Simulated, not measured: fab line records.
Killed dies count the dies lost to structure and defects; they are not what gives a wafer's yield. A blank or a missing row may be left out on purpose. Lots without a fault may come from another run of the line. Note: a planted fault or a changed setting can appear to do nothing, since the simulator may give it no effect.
Which of the tools did it? / flow sfq_line / 15 lots, 45 wafers sampled, at 1 step of a route of 325

## WHAT THE GAUGES READ, wafer by wafer
Not one reading of a measure or inspect step in the record can be checked against a usual standard deviation.

## WHICH TOOL RAN EACH LOT (tool, then ch and the chambers of the sampled wafers, then the start)
lot=L246; SFQ_TRILAYER_I2_CMP_CMP_064=cmp-02 ch 0,2,3, day 23 23:43
lot=L247; SFQ_TRILAYER_I2_CMP_CMP_064=cmp-02 ch 0,1, day 24 09:44
lot=L248; SFQ_TRILAYER_I2_CMP_CMP_064=cmp-01 ch 0,1, day 25 02:04
lot=L249; SFQ_TRILAYER_I2_CMP_CMP_064=cmp-02 ch 0,2,3, day 25 06:08
lot=L250; SFQ_TRILAYER_I2_CMP_CMP_064=cmp-01 ch 0,2,3, day 25 10:40
lot=L252; SFQ_TRILAYER_I2_CMP_CMP_064=cmp-02 ch 0,2,3, day 26 10:04
lot=L254; SFQ_TRILAYER_I2_CMP_CMP_064=cmp-01 ch 0,2, day 27 08:52
lot=L255; SFQ_TRILAYER_I2_CMP_CMP_064=cmp-02 ch 0,3, day 27 15:28
lot=L257; SFQ_TRILAYER_I2_CMP_CMP_064=cmp-02 ch 0,2, day 28 06:02
lot=L259; SFQ_TRILAYER_I2_CMP_CMP_064=cmp-02 ch 0,1,3, day 29 00:23
lot=L263; SFQ_TRILAYER_I2_CMP_CMP_064=cmp-01 ch 0,2, day 30 18:09
lot=L265; SFQ_TRILAYER_I2_CMP_CMP_064=cmp-01 ch 1,3, day 31 15:09
lot=L266; SFQ_TRILAYER_I2_CMP_CMP_064=cmp-02 ch 1,3, day 32 00:31
lot=L267; SFQ_TRILAYER_I2_CMP_CMP_064=cmp-02 ch 0,1, day 32 06:31
lot=L268; SFQ_TRILAYER_I2_CMP_CMP_064=cmp-02 ch 0,2,3, day 32 18:31
- SFQ_TRILAYER_I2_CMP_CMP_064: polishes SiO2.

## WHAT THE TOOLS THEMSELVES READ (means of the sampled wafers that have a number; where no wafer has one, the mark that the record gives instead)
SFQ_TRILAYER_I2_CMP_CMP_064. Usual: motor_current_A 10.2 A, standard deviation 1.4; retaining_ring_pressure_frac 1.001, standard deviation 0.0051; slurry_flow_ml_min 149.9, standard deviation 0.43; time_to_endpoint_s 215 s, standard deviation 7.
lot=L246; tool=cmp-02; motor_current_A (A)=10.0; retaining_ring_pressure_frac=0.999; slurry_flow_ml_min=149.9; time_to_endpoint_s (s)=213; flag=
lot=L247; tool=cmp-02; motor_current_A (A)=10.1; retaining_ring_pressure_frac=0.997; slurry_flow_ml_min=150.1; time_to_endpoint_s (s)=213; flag=
lot=L248; tool=cmp-01; motor_current_A (A)=9.0; retaining_ring_pressure_frac=1.002; slurry_flow_ml_min=150.2; time_to_endpoint_s (s)=223; flag=
lot=L249; tool=cmp-02; motor_current_A (A)=10.2; retaining_ring_pressure_frac=0.998; slurry_flow_ml_min=150.3; time_to_endpoint_s (s)=227; flag=
lot=L250; tool=cmp-01; motor_current_A (A)=11.0; retaining_ring_pressure_frac=1.002; slurry_flow_ml_min=149.8; time_to_endpoint_s (s)=217; flag=
lot=L252; tool=cmp-02; motor_current_A (A)=10.2; retaining_ring_pressure_frac=0.999; slurry_flow_ml_min=150.0; time_to_endpoint_s (s)=209; flag=
lot=L254; tool=cmp-01; motor_current_A (A)=11.6; retaining_ring_pressure_frac=1.000; slurry_flow_ml_min=150.2; time_to_endpoint_s (s)=212; flag=
lot=L255; tool=cmp-02; motor_current_A (A)=9.8; retaining_ring_pressure_frac=0.998; slurry_flow_ml_min=149.7; time_to_endpoint_s (s)=184; flag=OFF
lot=L257; tool=cmp-02; motor_current_A (A)=10.8; retaining_ring_pressure_frac=1.003; slurry_flow_ml_min=150.2; time_to_endpoint_s (s)=186; flag=OFF
lot=L259; tool=cmp-02; motor_current_A (A)=9.7; retaining_ring_pressure_frac=0.999; slurry_flow_ml_min=149.5; time_to_endpoint_s (s)=148; flag=OFF
lot=L263; tool=cmp-01; motor_current_A (A)=11.7; retaining_ring_pressure_frac=0.996; slurry_flow_ml_min=150.1; time_to_endpoint_s (s)=210; flag=
lot=L265; tool=cmp-01; motor_current_A (A)=9.4; retaining_ring_pressure_frac=1.000; slurry_flow_ml_min=150.0; time_to_endpoint_s (s)=212; flag=
lot=L266; tool=cmp-02; motor_current_A (A)=9.0; retaining_ring_pressure_frac=0.997; slurry_flow_ml_min=149.7; time_to_endpoint_s (s)=213; flag=
lot=L267; tool=cmp-02; motor_current_A (A)=10.0; retaining_ring_pressure_frac=1.001; slurry_flow_ml_min=149.7; time_to_endpoint_s (s)=213; flag=
lot=L268; tool=cmp-02; motor_current_A (A)=10.1; retaining_ring_pressure_frac=1.003; slurry_flow_ml_min=149.9; time_to_endpoint_s (s)=206; flag=

## THE ANSWER, worked out from the rows above alone
Rule: a lot counts as off when the mean over its wafers that have a number is more than 3 standard deviations away from the usual mean. A lot without any number at a reading at which 4 lots or more have one is off too. Where the step has rows for the other lots, those lots are counted as sound. Order of review: gauges by route order, followed by the tools' own readings, for which a lot's mean as printed above is used. The first step at which some lot is off is used, and at that step the reading that is off furthest; a lot without a number counts as furthest.
Off: L255, L257, L259 (SFQ_TRILAYER_I2_CMP_CMP_064, time_to_endpoint_s).
A tool fits if, at that step or a process step before it, it ran every lot that is off, and no sound lot after the first of them. Not one of the candidates tried fits.

## WHAT THE SIMULATOR HAD PUT IN
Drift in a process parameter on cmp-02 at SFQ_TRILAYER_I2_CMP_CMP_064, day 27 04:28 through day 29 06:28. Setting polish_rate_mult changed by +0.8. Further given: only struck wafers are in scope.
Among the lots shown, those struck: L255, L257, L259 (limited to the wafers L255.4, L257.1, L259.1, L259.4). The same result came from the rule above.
